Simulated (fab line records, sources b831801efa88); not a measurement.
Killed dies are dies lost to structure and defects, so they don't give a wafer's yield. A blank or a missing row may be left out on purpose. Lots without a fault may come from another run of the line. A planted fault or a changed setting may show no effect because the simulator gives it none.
Which tool did it? | flow sky130 | 10 lots, 30 wafers sampled, at 5 steps of a route of 708

WHAT THE GAUGES READ, wafer by wafer
SKY_VIA3_THK_MEAS_23: measures by xrf. Usual: VIA3_W_THK 399 nm, standard deviation 7.4.
lot  | measured     | on            | VIA3_W_THK (nm) | flag
L559 | day 40 00:56 | film_metro-03 | 391 387 384     |
L561 | day 40 11:16 | film_metro-04 | 399 392 394     |
L565 | day 41 16:40 | film_metro-03 | 394 392 390     |
L564 | day 41 17:02 | film_metro-02 | 408 405 404     |
L566 | day 42 01:50 | film_metro-03 | 389 380 387     |
L572 | day 43 09:50 | film_metro-04 | 407 405 403     |
L571 | day 43 13:18 | film_metro-02 | 407 408 408     |
L574 | day 44 07:59 | film_metro-03 | 396 392 392     |
L576 | day 44 22:02 | film_metro-02 | 409 403 409     |
L577 | day 44 22:25 | film_metro-02 | 403 411 411     |

SKY_PASSIVATION_THK_MEAS_03. Usual: PASSIVATION_CVD_02_THK 540 nm, standard deviation 6.4.
lot  | measured     | on            | PASSIVATION_CVD_02_THK (nm) | flag
L559 | day 44 03:52 | film_metro-03 | 539 549 553                 |
L561 | day 44 13:04 | film_metro-04 | 535 543 545                 |
L565 | day 45 15:49 | film_metro-04 | 538 537 541                 |
L564 | day 45 16:39 | film_metro-02 | 532 528 538                 |
L566 | day 46 01:23 | film_metro-02 | 538 543 545                 |
L572 | day 47 05:22 | film_metro-03 | 540 555 555                 |
L571 | day 47 07:36 | film_metro-04 | 500 533 537                 |
L574 | day 47 23:52 | film_metro-02 | 539 542 548                 |
L576 | day 48 12:40 | film_metro-02 | 535 542 552                 |
L577 | day 48 12:40 | film_metro-03 | 531 536 546                 |

WHICH TOOL RAN EACH LOT (tool, then ch and the chambers of the sampled wafers, then the start)
lot  | SKY_VIA3_CMP_24               | SKY_CAP2M_STRIP_14                   | SKY_PASSIVATION_CVD_02
L559 | cmp-01 ch 0,2,3, day 40 01:02 | plasma_asher-03 ch 0,1, day 41 01:22 | pecvd-01 ch 1,2, day 44 03:31
L561 | cmp-02 ch 0,1,2, day 40 11:22 | plasma_asher-03 ch 0,1, day 41 11:08 | pecvd-01 ch 1,2, day 44 12:43
L565 | cmp-02 ch 0,3, day 41 16:43   | plasma_asher-04 ch 0,1, day 42 16:22 | pecvd-02 ch 0,1, day 45 15:35
L564 | cmp-01 ch 2,3, day 41 17:05   | plasma_asher-01 ch 0,1, day 42 17:02 | pecvd-01 ch 0,2, day 45 16:26
L566 | cmp-02 ch 0,1,3, day 42 01:53 | plasma_asher-01 ch 0,1, day 43 01:43 | pecvd-01 ch 1,2, day 46 01:08
L572 | cmp-02 ch 1,3, day 43 09:53   | plasma_asher-03 ch 0,1, day 44 08:22 | pecvd-04 ch 0,2, day 47 05:07
L571 | cmp-01 ch 1,2, day 43 13:38   | plasma_asher-01 ch 0,1, day 44 12:11 | pecvd-01 ch 0,1,2, day 47 07:22
L574 | cmp-01 ch 1,2,3, day 44 08:05 | plasma_asher-04 ch 0,1, day 45 06:09 | pecvd-02 ch 1,2, day 47 23:37
L576 | cmp-01 ch 0,2,3, day 44 22:06 | plasma_asher-01 ch 0,1, day 45 19:40 | pecvd-04 ch 0,1,2, day 48 12:26
L577 | cmp-01 ch 2,3, day 44 22:29   | plasma_asher-04 ch 0,1, day 45 20:37 | pecvd-02 ch 0,1, day 48 12:26
- SKY_VIA3_CMP_24: polishes, stops on SiO2, t overpolish 20 s, target thk 0 nm.
- SKY_CAP2M_STRIP_14: strips in O2/N2.
- SKY_PASSIVATION_CVD_02: deposits Si3N4, target thk 540 nm.

WHAT THE TOOLS THEMSELVES READ (means of the sampled wafers that have a number; where no wafer has one, the mark that the record gives instead)
SKY_VIA3_CMP_24. Usual: motor_current_A 10.4 A, standard deviation 0.63; overpolish_run_s 20.000 s, standard deviation 0.0088; retaining_ring_pressure_frac 0.999, standard deviation 0.0047; slurry_filter_dp_kPa 13.50 kPa, standard deviation 0.15; time_to_endpoint_s 94.9 s, standard deviation 3.
lot  | tool   | motor_current_A (A) | overpolish_run_s (s) | retaining_ring_pressure_frac | slurry_filter_dp_kPa (kPa) | time_to_endpoint_s (s) | flag
L559 | cmp-01 | 10.7                | 20.008               | 0.999                        | 13.49                      | 91.7                   |
L561 | cmp-02 | 10.1                | 20.003               | 0.996                        | 13.60                      | 95.4                   |
L565 | cmp-02 | 10.0                | 19.994               | 1.003                        | 13.45                      | 96.7                   |
L564 | cmp-01 | 10.9                | 19.998               | 1.000                        | 13.52                      | 91.9                   |
L566 | cmp-02 | 9.8                 | 19.999               | 1.004                        | 13.60                      | 95.6                   |
L572 | cmp-02 | 10.4                | 19.994               | 0.998                        | 13.41                      | 96.0                   |
L571 | cmp-01 | 10.4                | 20.005               | 1.003                        | 13.65                      | 97.5                   |
L574 | cmp-01 | 10.4                | 19.998               | 0.995                        | 13.54                      | 96.1                   |
L576 | cmp-01 | 10.7                | 19.995               | 1.000                        | 13.51                      | 97.2                   |
L577 | cmp-01 | 10.9                | 20.001               | 0.999                        | 13.55                      | 94.1                   |

SKY_CAP2M_STRIP_14. Usual: drypump_motor_current_A 5.3 A, standard deviation 0.31; oes_product_au 0.710 a.u., standard deviation 0.0045; strip_time_to_endpoint_s 12.68 s, standard deviation 0.04.
lot  | tool            | drypump_motor_current_A (A) | oes_product_au (a.u.) | strip_time_to_endpoint_s (s) | flag
L559 | plasma_asher-03 | 5.6                         | 0.711                 | 12.63                        |
L561 | plasma_asher-03 | 5.6                         | 0.711                 | 12.66                        |
L565 | plasma_asher-04 | 5.2                         | 0.708                 | 12.71                        |
L564 | plasma_asher-01 | 5.0                         | 0.712                 | 12.69                        |
L566 | plasma_asher-01 | 5.0                         | 0.709                 | 12.72                        |
L572 | plasma_asher-03 | 5.8                         | 0.711                 | 12.63                        |
L571 | plasma_asher-01 | 5.1                         | 0.714                 | 12.70                        |
L574 | plasma_asher-04 | 5.2                         | 0.705                 | 12.68                        |
L576 | plasma_asher-01 | 5.0                         | 0.706                 | 12.67                        |
L577 | plasma_asher-04 | 5.2                         | 0.710                 | 12.70                        |

SKY_PASSIVATION_CVD_02. Usual: heater_power_w 736 W, standard deviation 86; rf_fwd_power_W 449.1 W, standard deviation 1.4.
lot  | tool     | heater_power_w (W) | rf_fwd_power_W (W) | flag
L559 | pecvd-01 | 706                | 449.2              |
L561 | pecvd-01 | 716                | 448.6              |
L565 | pecvd-02 | 721                | 449.4              |
L564 | pecvd-01 | 727                | 448.6              |
L566 | pecvd-01 | 683                | 450.0              |
L572 | pecvd-04 | 769                | 446.8              |
L571 | pecvd-01 | 713                | 425.1              | OFF
L574 | pecvd-02 | 714                | 448.9              |
L576 | pecvd-04 | 774                | 449.7              |
L577 | pecvd-02 | 756                | 450.5              |

THE ANSWER, worked out from the rows above alone
Rule: a lot is off if the mean of its wafers that have a number lies more than 3 standard deviations from the usual mean. A lot without any number at a reading at which 4 lots or more have one is off too. The other lots that the step has rows for count as sound. The gauges are gone through in route order, then the tools' own readings, and for those a lot's mean is taken as printed above. The first step at which some lot is off is used, and at that step the reading that is off furthest; a lot without a number counts as furthest.
Off: L571, at SKY_PASSIVATION_CVD_02 (rf_fwd_power_W).
A tool fits if, at that step or a process step before it, it ran every lot that is off, and no sound lot after the first of them. One fits: pecvd-01 at SKY_PASSIVATION_CVD_02. Its last sound lot is L566 (day 46 01:08), its first lot that is off L571 (day 47 07:22): a fault that began between those two fits.
The tool's own readings at SKY_PASSIVATION_CVD_02 bear it out: on the lots that are off they differ by more than 5 times the standard deviation of the sound lots' means. rf_fwd_power_W reads 425.1 W there against 449.1 W on the sound lots.

WHAT THE SIMULATOR HAD PUT IN
Process parameter drift: pecvd-01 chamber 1, from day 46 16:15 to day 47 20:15, at SKY_PASSIVATION_CVD_02. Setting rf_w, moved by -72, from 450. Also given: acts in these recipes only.
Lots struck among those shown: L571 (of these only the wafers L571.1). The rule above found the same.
